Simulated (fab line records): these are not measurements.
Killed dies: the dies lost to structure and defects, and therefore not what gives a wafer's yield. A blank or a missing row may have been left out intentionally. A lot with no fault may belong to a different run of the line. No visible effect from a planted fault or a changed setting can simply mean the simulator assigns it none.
Struck lot and sound lot, side by side | flow sky130 | 25 out of 708 route steps
Sound: the wafers L452.1, L452.2, L452.5. Struck: wafer L467.4 (left out: L467.2, L467.5 of the same lot, which were not struck); the cause appears at the end.
At each step with rows: each side's tool, then ch and its chambers, then its first start. Under that, the readings that differ: sound wafers | struck wafers | difference of the means | sigmas: that difference in standard deviations of wafers without a fault.
alike: words and numbers the same on both sides, and readings whose means are apart by under 2 such deviations; not compared: readings that were withheld, readings missing a value for some wafer, numbers with overlapping values and no deviation given by the record, and bounds like >300 which may hide the same value.
A row with sigmas, a row that says differs or no value, or rows on one side alone: a step with any of these is where the two part. Numbers that have no deviation but don't overlap get no sigmas and don't part them. A reading missing from all wafers of one side parts the sides only when that side holds two or more wafers.

first, 3 steps without rows for these wafers: SKY_LOCAL_INTERCONNECT_STRIP_16 (strips in post etch residue remover, time 1200 s); SKY_LOCAL_INTERCONNECT_CLEAN_17 (cleans in IPA, time 180 s); SKY_LOCAL_INTERCONNECT_CLEAN_18 (cleans in O3/DIW).
SKY_CONTACT_CVD_00: deposits Si3N4, target thk 75 nm.
  sound on pecvd-04 ch 0,2, day 31 04:33; struck on pecvd-02 ch 0, day 35 20:07
  alike: heater-power-w, rf-fwd-power-W
SKY_CONTACT_THK_MEAS_01:
  sound on film-metro-04 at day 31 04:35; struck on film-metro-04 at day 35 20:10
  alike: CONTACT_CVD_00_THK
then, 1 step without rows for these wafers: SKY_CONTACT_HDPCVD_02 (deposits SiO2, target thk 565 nm, time 94.2 s).
SKY_CONTACT_THK_MEAS_03:
  sound on film-metro-01 at day 31 04:43; struck on film-metro-02 at day 35 20:17
  alike: CONTACT_HDPCVD_THK
SKY_CONTACT_CMP_04: polishes SiO2.
  sound on cmp-01 ch 0,3, day 31 04:46; struck on cmp-01 ch 3, day 35 20:20
  alike: motor-current-A, slurry-filter-dp-kPa, time-to-endpoint-s
SKY_CONTACT_BOW_MEAS_05:
  sound on film-metro-02 at day 31 05:04; struck on film-metro-01 at day 35 20:40
  alike: CONTACT_BOW
then, 3 steps without rows for these wafers: SKY_CONTACT_DEHYDRATE_06 (time 60 s); SKY_CONTACT_HMDS_07 (prime time 60 s); SKY_CONTACT_COAT_08 (resist thk 60 nm).
SKY_CONTACT_COAT_09: resist thk 450 nm.
  sound on litho-track-01 ch 0, day 31 18:00; struck on litho-track-01 ch 0, day 36 10:00
  reading                                        | sound             | struck | difference | sigmas
  model.KrF-thick_of_CONTACT_COAT_09.thk-nm (nm) | 448.7 447.8 447.8 | 470.5  | +22.4      |
  alike: chill-plate-temp-C, dispense-pressure-kPa, resist-line-temp-C
then, 4 steps without rows for these wafers: SKY_CONTACT_SOFTBAKE_10 (time 90 s); SKY_CONTACT_EXPOSE_11 (exposes mask CTM1, target cd 170 nm); SKY_CONTACT_PEB_12; SKY_CONTACT_DEVELOP_13 (develop time 60 s).
SKY_CONTACT_CD_MEAS_14: the cd target is 170 nm.
  sound on cd-sem-02 at day 32 08:50; struck on cd-sem-02 at day 36 22:38
  alike: cd-nm
SKY_CONTACT_OVL_MEAS_15:
  sound on overlay-02 at day 32 08:58; struck on overlay-01 at day 36 22:44
  alike: CONTACT_OVL
SKY_CONTACT_ETCH_16: etches BARC in N2/H2, stops on SiO2, time 45.9 s, target depth 60 nm.
  sound on rie-diel-02 ch 0,1,3, day 32 08:59; struck on rie-diel-01 ch 3, day 36 22:46
  alike: drypump-motor-current-A, h2-flow-sccm, n2-flow-sccm, oes-product-au, rf-fwd-power-W, throttle-valve-pct
  not compared: rf-hours-counter-h
SKY_CONTACT_ETCH_17: etches SiO2 in C4F8/O2/Ar, stops on Si3N4, target depth 340 nm.
  sound on rie-diel-02 ch 0,1,3, day 32 09:02; struck on rie-diel-01 ch 3, day 36 22:49
  alike: oes-product-au, rf-fwd-power-W
SKY_CONTACT_ETCH_18: etches Si3N4 in CHF3/O2, stops on TiN, time 39 s, target depth 75 nm.
  sound on rie-diel-02 ch 0,1,3; struck on rie-diel-01 ch 3
  reading                                        | sound             | struck | difference | sigmas
  model.KrF-thick_of_CONTACT_COAT_09.thk-nm (nm) | 246.7 242.8 242.3 | 261.6  | +17.7      |
  alike: drypump-motor-current-A, oes-product-au, rf-fwd-power-W, throttle-valve-pct
  not compared: rf-hours-counter-h
SKY_CONTACT_STRIP_19: strips in O2/N2.
  sound on plasma-asher-03 ch 0,1, day 32 09:08; struck on plasma-asher-03 ch 0, day 36 22:54
  reading                      | sound             | struck | difference | sigmas
  n2-flow-sccm (sccm)          | 301.5 299.3 301.2 | 298.6  | -2.1       | -2
  oes-product-au (a.u.)        | 0.371 0.380 0.374 | 0.393  | +0.018     | +4
  strip-time-to-endpoint-s (s) | 3.66 3.61 3.60    | 3.82   | +0.20      | +7
  alike: drypump-motor-current-A
  not compared: rf-hours-counter-h
then, 1 step without rows for these wafers: SKY_CONTACT_STRIP_20 (strips in post etch residue remover, time 1200 s).
SKY_PAD_OPEN_PROBE_99:
  rows exist in the record for the sound wafers here (prober-02, day 46 08:50), none for the struck ones

## WHERE THEY PART
At SKY_CONTACT_STRIP_19 first; at SKY_PAD_OPEN_PROBE_99 last (within this record only).

WHY: what the simulator had put in
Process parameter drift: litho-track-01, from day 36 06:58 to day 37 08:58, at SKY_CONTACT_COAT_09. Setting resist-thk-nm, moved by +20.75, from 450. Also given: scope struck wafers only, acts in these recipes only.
